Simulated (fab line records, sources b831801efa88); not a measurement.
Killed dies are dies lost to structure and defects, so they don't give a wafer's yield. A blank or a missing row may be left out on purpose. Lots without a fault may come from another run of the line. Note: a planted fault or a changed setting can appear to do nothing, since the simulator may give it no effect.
Which tool did it? / flow sky130 / 12 lots with 34 wafers sampled at 5 steps, on a route of 708 steps

## WHAT THE GAUGES READ, wafer by wafer
SKY_GATE_OXIDE_TW_MEAS_14.
lot=L390; measured=day 14 12:20; on=film_metro-02; GATE_OXIDE_TW=226.7 226.3 227.2
lot=L391; measured=day 15 01:31; on=film_metro-02; GATE_OXIDE_TW=225.4 225.3 226.5
lot=L392; measured=day 15 14:34; on=film_metro-02; GATE_OXIDE_TW=224.7 225.5 224.7
lot=L395; measured=day 16 03:35; on=film_metro-01; GATE_OXIDE_TW=224.6 222.7 223.3
lot=L398; measured=day 17 02:52; on=film_metro-02; GATE_OXIDE_TW=226.3 226.9 225.8
lot=L399; measured=day 17 11:56; on=film_metro-01; GATE_OXIDE_TW=223.6 223.4 223.5
lot=L401; measured=day 18 04:35; on=film_metro-01; GATE_OXIDE_TW=222.5 221.8
lot=L405; measured=day 19 16:47; on=film_metro-01; GATE_OXIDE_TW=219.7 222.0
lot=L406; measured=day 19 22:45; on=film_metro-03; GATE_OXIDE_TW=224.4 225.8 224.7
lot=L411; measured=day 21 16:05; on=film_metro-01; GATE_OXIDE_TW=222.1 222.0 220.4
lot=L412; measured=day 22 00:50; on=film_metro-02; GATE_OXIDE_TW=226.2 225.8 227.1
lot=L413; measured=day 22 03:04; on=film_metro-03; GATE_OXIDE_TW=224.3 226.2 225.7

SKY_LDD_P_OVL_MEAS_08.
lot=L390; measured=day 19 17:27; on=overlay-01; LDD_P_OVL (nm)=0.3 1.3 1.4
lot=L391; measured=day 20 09:49; on=overlay-02; LDD_P_OVL (nm)=1.4 0.7 0.4
lot=L392; measured=day 21 03:34; on=overlay-02; LDD_P_OVL (nm)=2.0 0.2 2.0
lot=L395; measured=day 21 14:52; on=overlay-01; LDD_P_OVL (nm)=-0.7 -1.3 -1.1
lot=L398; measured=day 22 13:07; on=overlay-01; LDD_P_OVL (nm)=1.5 -0.3 -0.8
lot=L399; measured=day 23 08:04; on=overlay-01; LDD_P_OVL (nm)=-1.1 1.2 -1.8
lot=L401; measured=day 23 17:25; on=overlay-02; LDD_P_OVL (nm)=-0.8 1.2
lot=L405; measured=day 25 03:13; on=overlay-01; LDD_P_OVL (nm)=-2.9 -2.4
lot=L406; measured=day 25 09:25; on=overlay-01; LDD_P_OVL (nm)=-1.4 -0.6 -0.5
lot=L411; measured=day 27 01:20; on=overlay-02; LDD_P_OVL (nm)=0.6 1.9 0.8
lot=L412; measured=day 27 09:53; on=overlay-02; LDD_P_OVL (nm)=0.4 1.3 1.7
lot=L413; measured=day 27 12:37; on=overlay-02; LDD_P_OVL (nm)=1.9 2.0 2.2

## WHICH TOOL RAN EACH LOT (tool, then ch and the chambers of the sampled wafers, then the start)
lot=L390; SKY_NWELL_RTA_28=rtp_anneal-01 ch 0, day 5 14:58; SKY_LDD_N_IMPLANT_11=implanter-01 ch 0, day 18 10:14; SKY_LDD_N_STRIP_16=plasma_asher-03 ch 0,1, day 18 10:57
lot=L391; SKY_NWELL_RTA_28=rtp_anneal-01 ch 0, day 5 19:07; SKY_LDD_N_IMPLANT_11=implanter-03 ch 0, day 19 01:50; SKY_LDD_N_STRIP_16=plasma_asher-01 ch 0,1, day 19 02:35
lot=L392; SKY_NWELL_RTA_28=rtp_anneal-02 ch 0, day 6 04:37; SKY_LDD_N_IMPLANT_11=implanter-01 ch 0, day 19 20:09; SKY_LDD_N_STRIP_16=plasma_asher-01 ch 0,1, day 19 20:54
lot=L395; SKY_NWELL_RTA_28=rtp_anneal-02 ch 0, day 6 19:43; SKY_LDD_N_IMPLANT_11=implanter-04 ch 0, day 20 07:11; SKY_LDD_N_STRIP_16=plasma_asher-03 ch 0,1, day 20 07:56
lot=L398; SKY_NWELL_RTA_28=rtp_anneal-01 ch 0, day 7 12:12; SKY_LDD_N_IMPLANT_11=implanter-03 ch 0, day 21 05:45; SKY_LDD_N_STRIP_16=plasma_asher-01 ch 0,1, day 21 06:30
lot=L399; SKY_NWELL_RTA_28=rtp_anneal-02 ch 0, day 7 19:32; SKY_LDD_N_IMPLANT_11=implanter-03 ch 0, day 22 00:35; SKY_LDD_N_STRIP_16=plasma_asher-04 ch 0,1, day 22 01:18
lot=L401; SKY_NWELL_RTA_28=rtp_anneal-02 ch 0, day 8 07:21; SKY_LDD_N_IMPLANT_11=implanter-03 ch 0, day 22 10:24; SKY_LDD_N_STRIP_16=plasma_asher-01 ch 0,1, day 22 11:07
lot=L405; SKY_NWELL_RTA_28=rtp_anneal-01 ch 0, day 9 08:32; SKY_LDD_N_IMPLANT_11=implanter-03 ch 0, day 23 19:52; SKY_LDD_N_STRIP_16=plasma_asher-03 ch 0,1, day 23 20:37
lot=L406; SKY_NWELL_RTA_28=rtp_anneal-01 ch 0, day 9 14:47; SKY_LDD_N_IMPLANT_11=implanter-03 ch 0, day 24 02:12; SKY_LDD_N_STRIP_16=plasma_asher-01 ch 0,1, day 24 02:56
lot=L411; SKY_NWELL_RTA_28=rtp_anneal-01 ch 0, day 10 19:14; SKY_LDD_N_IMPLANT_11=implanter-01 ch 0, day 25 18:58; SKY_LDD_N_STRIP_16=plasma_asher-03 ch 0,1, day 25 19:43
lot=L412; SKY_NWELL_RTA_28=rtp_anneal-02 ch 0, day 11 01:02; SKY_LDD_N_IMPLANT_11=implanter-01 ch 0, day 26 03:04; SKY_LDD_N_STRIP_16=plasma_asher-03 ch 0,1, day 26 03:49
lot=L413; SKY_NWELL_RTA_28=rtp_anneal-01 ch 0, day 11 05:16; SKY_LDD_N_IMPLANT_11=implanter-01 ch 0, day 26 05:51; SKY_LDD_N_STRIP_16=plasma_asher-03 ch 0,1, day 26 06:35
- SKY_NWELL_RTA_28: time 30 s.
- SKY_LDD_N_IMPLANT_11
- SKY_LDD_N_STRIP_16: strips in O2/N2.

## WHAT THE TOOLS THEMSELVES READ (means of the sampled wafers that have a number; where no wafer has one, the mark that the record gives instead)
SKY_NWELL_RTA_28.
lot=L390; tool=rtp_anneal-01; lamp_power_pct (%)=25.25; wafer_temp_C_max=1055.6
lot=L391; tool=rtp_anneal-01; lamp_power_pct (%)=25.31; wafer_temp_C_max=1054.1
lot=L392; tool=rtp_anneal-02; lamp_power_pct (%)=25.33; wafer_temp_C_max=1054.8
lot=L395; tool=rtp_anneal-02; lamp_power_pct (%)=25.23; wafer_temp_C_max=1055.4
lot=L398; tool=rtp_anneal-01; lamp_power_pct (%)=25.36; wafer_temp_C_max=1055.2
lot=L399; tool=rtp_anneal-02; lamp_power_pct (%)=25.31; wafer_temp_C_max=1054.9
lot=L401; tool=rtp_anneal-02; lamp_power_pct (%)=25.29; wafer_temp_C_max=1054.4
lot=L405; tool=rtp_anneal-01; lamp_power_pct (%)=25.36; wafer_temp_C_max=1056.2
lot=L406; tool=rtp_anneal-01; lamp_power_pct (%)=25.29; wafer_temp_C_max=1054.5
lot=L411; tool=rtp_anneal-01; lamp_power_pct (%)=25.25; wafer_temp_C_max=1054.5
lot=L412; tool=rtp_anneal-02; lamp_power_pct (%)=25.28; wafer_temp_C_max=1055.3
lot=L413; tool=rtp_anneal-01; lamp_power_pct (%)=25.33; wafer_temp_C_max=1055.3

SKY_LDD_N_IMPLANT_11.
lot=L390; tool=implanter-01; beam_on_s (s)=9.80; faraday_current_uA=431; rotation_deg (degrees)=293.00
lot=L391; tool=implanter-03; beam_on_s (s)=9.82; faraday_current_uA=430; rotation_deg (degrees)=292.98
lot=L392; tool=implanter-01; beam_on_s (s)=10.17; faraday_current_uA=416; rotation_deg (degrees)=292.95
lot=L395; tool=implanter-04; beam_on_s (s)=9.96; faraday_current_uA=424; rotation_deg (degrees)=292.94
lot=L398; tool=implanter-03; beam_on_s (s)=10.13; faraday_current_uA=417; rotation_deg (degrees)=293.03
lot=L399; tool=implanter-03; beam_on_s (s)=10.11; faraday_current_uA=417; rotation_deg (degrees)=293.01
lot=L401; tool=implanter-03; beam_on_s (s)=11.30; faraday_current_uA=376; rotation_deg (degrees)=293.02
lot=L405; tool=implanter-03; beam_on_s (s)=11.40; faraday_current_uA=374; rotation_deg (degrees)=292.94
lot=L406; tool=implanter-03; beam_on_s (s)=10.76; faraday_current_uA=398; rotation_deg (degrees)=292.98
lot=L411; tool=implanter-01; beam_on_s (s)=9.89; faraday_current_uA=426; rotation_deg (degrees)=293.06
lot=L412; tool=implanter-01; beam_on_s (s)=9.81; faraday_current_uA=429; rotation_deg (degrees)=292.98
lot=L413; tool=implanter-01; beam_on_s (s)=10.11; faraday_current_uA=419; rotation_deg (degrees)=293.04

SKY_LDD_N_STRIP_16.
lot=L390; tool=plasma_asher-03; drypump_motor_current_A (A)=5.6; oes_product_au (a.u.)=0.412; strip_time_to_endpoint_s (s)=4.305
lot=L391; tool=plasma_asher-01; drypump_motor_current_A (A)=5.6; oes_product_au (a.u.)=0.401; strip_time_to_endpoint_s (s)=4.307
lot=L392; tool=plasma_asher-01; drypump_motor_current_A (A)=5.5; oes_product_au (a.u.)=0.406; strip_time_to_endpoint_s (s)=4.318
lot=L395; tool=plasma_asher-03; drypump_motor_current_A (A)=5.9; oes_product_au (a.u.)=0.409; strip_time_to_endpoint_s (s)=4.307
lot=L398; tool=plasma_asher-01; drypump_motor_current_A (A)=5.3; oes_product_au (a.u.)=0.406; strip_time_to_endpoint_s (s)=4.314
lot=L399; tool=plasma_asher-04; drypump_motor_current_A (A)=6.3; oes_product_au (a.u.)=0.404; strip_time_to_endpoint_s (s)=4.299
lot=L401; tool=plasma_asher-01; drypump_motor_current_A (A)=5.5; oes_product_au (a.u.)=0.409; strip_time_to_endpoint_s (s)=4.336
lot=L405; tool=plasma_asher-03; drypump_motor_current_A (A)=5.8; oes_product_au (a.u.)=0.404; strip_time_to_endpoint_s (s)=4.338
lot=L406; tool=plasma_asher-01; drypump_motor_current_A (A)=5.3; oes_product_au (a.u.)=0.406; strip_time_to_endpoint_s (s)=4.333
lot=L411; tool=plasma_asher-03; drypump_motor_current_A (A)=5.7; oes_product_au (a.u.)=0.405; strip_time_to_endpoint_s (s)=4.325
lot=L412; tool=plasma_asher-03; drypump_motor_current_A (A)=5.6; oes_product_au (a.u.)=0.409; strip_time_to_endpoint_s (s)=4.304
lot=L413; tool=plasma_asher-03; drypump_motor_current_A (A)=5.9; oes_product_au (a.u.)=0.407; strip_time_to_endpoint_s (s)=4.310

## THE ANSWER, worked out from the rows above alone
Rule: usual is defined by the lots themselves. The widest of any qualifying gaps counts: lots, ordered by their means at a reading, are off when they make up no more than a third of the lots, leave a main group of 4 or more, and stand apart from it by 3 or more times the standard deviation of that group's means. Not used: any main group whose means are identical at the precision the tables above print for the reading. A lot without any number at a reading at which 4 lots or more have one is off too. Any other lot the step has rows for is counted as sound. Order of review: gauges by route order, followed by the tools' own readings, for which a lot's mean as printed above is used. The first step at which some lot is off is used, and at that step the reading that is off furthest; a lot without a number counts as furthest.
Off: L401, L405, L406, at SKY_LDD_N_IMPLANT_11 (beam_on_s). The main group has a mean of 9.98 s with a standard deviation of 0.14.
A tool fits if, at that step or a process step before it, it ran every lot that is off, and no sound lot after the first of them. One fits: implanter-03 at SKY_LDD_N_IMPLANT_11. A fault onset in the window from L399 (day 22 00:35, its last sound lot) to L401 (day 22 10:24, its first lot off) fits.
The tool's own readings at SKY_LDD_N_IMPLANT_11 bear it out: on the lots that are off they differ by more than 5 times the standard deviation of the sound lots' means. beam_on_s reads 11.15 s there against 9.98 s on the sound lots; faraday_current_uA reads 383 there against 423 on the sound lots.

## WHAT THE SIMULATOR PUT IN
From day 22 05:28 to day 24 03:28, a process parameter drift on implanter-03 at SKY_LDD_N_IMPLANT_11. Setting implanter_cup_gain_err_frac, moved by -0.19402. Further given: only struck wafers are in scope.
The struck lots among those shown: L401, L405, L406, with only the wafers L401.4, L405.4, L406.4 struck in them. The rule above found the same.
